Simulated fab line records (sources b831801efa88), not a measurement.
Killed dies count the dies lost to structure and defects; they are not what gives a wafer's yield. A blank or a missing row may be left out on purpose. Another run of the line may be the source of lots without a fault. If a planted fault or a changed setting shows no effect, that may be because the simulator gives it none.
Matching of chambers | flow gf180mcu | GF_V4_ETCH_16 on rieDiel-04: 4 sister chambers
The step etches BARC in N2/H2. 22 wafers are shown with their chamber, then 11 later ones without.

== WAFERS WITH THEIR CHAMBER ==
wafer  | chamber | drypumpMotorCurrentA (A) | oesProductAu (a.u.) | throttleValvePct (%)
L074.2 | 0       | 5.5                      | 0.854               | 13.219
L074.3 | 1       | 5.2                      | 0.862               | 13.228
L074.4 | 2       | 5.5                      | 0.855               | 13.241
L081.1 | 0       | 5.5                      | 0.851               | 13.223
L081.2 | 1       | 5.2                      | 0.861               | 13.233
L081.5 | 2       | 5.5                      | 0.853               | 13.240
L082.2 | 1       | 5.2                      | 0.860               | 13.230
L082.5 | 1       | 5.2                      | 0.853               | 13.219
L082.6 | 0       | 5.5                      | 0.853               | 13.226
L083.1 | 2       | 5.5                      | 0.852               | 13.223
L083.2 | 1       | 5.2                      | 0.849               | 13.229
L083.3 | 3       | 5.9                      | 0.862               | 13.231
L083.4 | 0       | 5.5                      | 0.863               | 13.225
L083.5 | 1       | 5.2                      | 0.857               | 13.233
L083.6 | 2       | 5.5                      | 0.851               | 13.221
L085.1 | 1       | 5.2                      | 0.860               | 13.214
L085.2 | 3       | 6.0                      | 0.855               | 13.240
L085.3 | 0       | 5.5                      | 0.855               | 13.217
L085.4 | 2       | 5.5                      | 0.851               | 13.215
L085.5 | 0       | 5.5                      | 0.850               | 13.222
L085.6 | 3       | 6.0                      | 0.859               | 13.216
L087.2 | 0       | 5.5                      | 0.855               | 13.218

SIGNATURES, as means of the wafers listed above
reading              | chamber 0 | chamber 1 | chamber 2 | chamber 3 | scatter within a chamber
drypumpMotorCurrentA | 5.500     | 5.200     | 5.500     | 5.967     | 0.0192
oesProductAu         | 0.85443   | 0.85743   | 0.85240   | 0.85867   | 0.00395
throttleValvePct     | 13.22143  | 13.22657  | 13.22800  | 13.22900  | 0.0083
Rule: for each reading, subtract the chamber's mean from the wafer's reading, divide by that reading's scatter and square the result; add these up over the readings and take the root, which gives the wafer's distance from the chamber. The wafer belongs to the nearest chamber; if the next one is less than 2 further off, it can't be placed. The scatter: take each reading less its chamber's mean, square it, sum over the shown wafers, divide by the number of wafers less the number of chambers, and take the root.

== WAFERS WITH NO CHAMBER GIVEN ==
wafer  | drypumpMotorCurrentA (A) | oesProductAu (a.u.) | throttleValvePct (%)
L087.3 | 5.2                      | 0.862               | 13.229
L087.5 | 5.5                      | 0.859               | 13.230
L090.1 | 6.0                      | 0.856               | 13.224
L090.2 | 5.2                      | 0.856               | 13.217
L090.3 | 5.5                      | 0.856               | 13.210
L090.4 | 5.5                      | 0.850               | 13.216
L090.5 | 5.5                      | 0.850               | 13.236
L090.6 | 6.0                      | 0.857               | 13.222
L093.2 | 5.2                      | 0.847               | 13.222
L093.5 | 6.0                      | 0.853               | 13.222
L093.6 | 5.5                      | 0.859               | 13.224

== CHAMBER TAKEN BY EACH ==
wafer  | from the rows above     | in truth
L087.3 | 1                       | 1
L087.5 | can't be placed: 0 or 2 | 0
L090.1 | 3                       | 3
L090.2 | 1                       | 1
L090.3 | can't be placed: 0 or 2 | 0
L090.4 | can't be placed: 0 or 2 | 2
L090.5 | can't be placed: 2 or 0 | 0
L090.6 | 3                       | 3
L093.2 | 1                       | 1
L093.5 | 3                       | 3
L093.6 | can't be placed: 0 or 2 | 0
Correctly placed: 6 of 11. Not placeable from these rows: 5 (in 5, the candidates include the true chamber). Placed wrongly: 0.
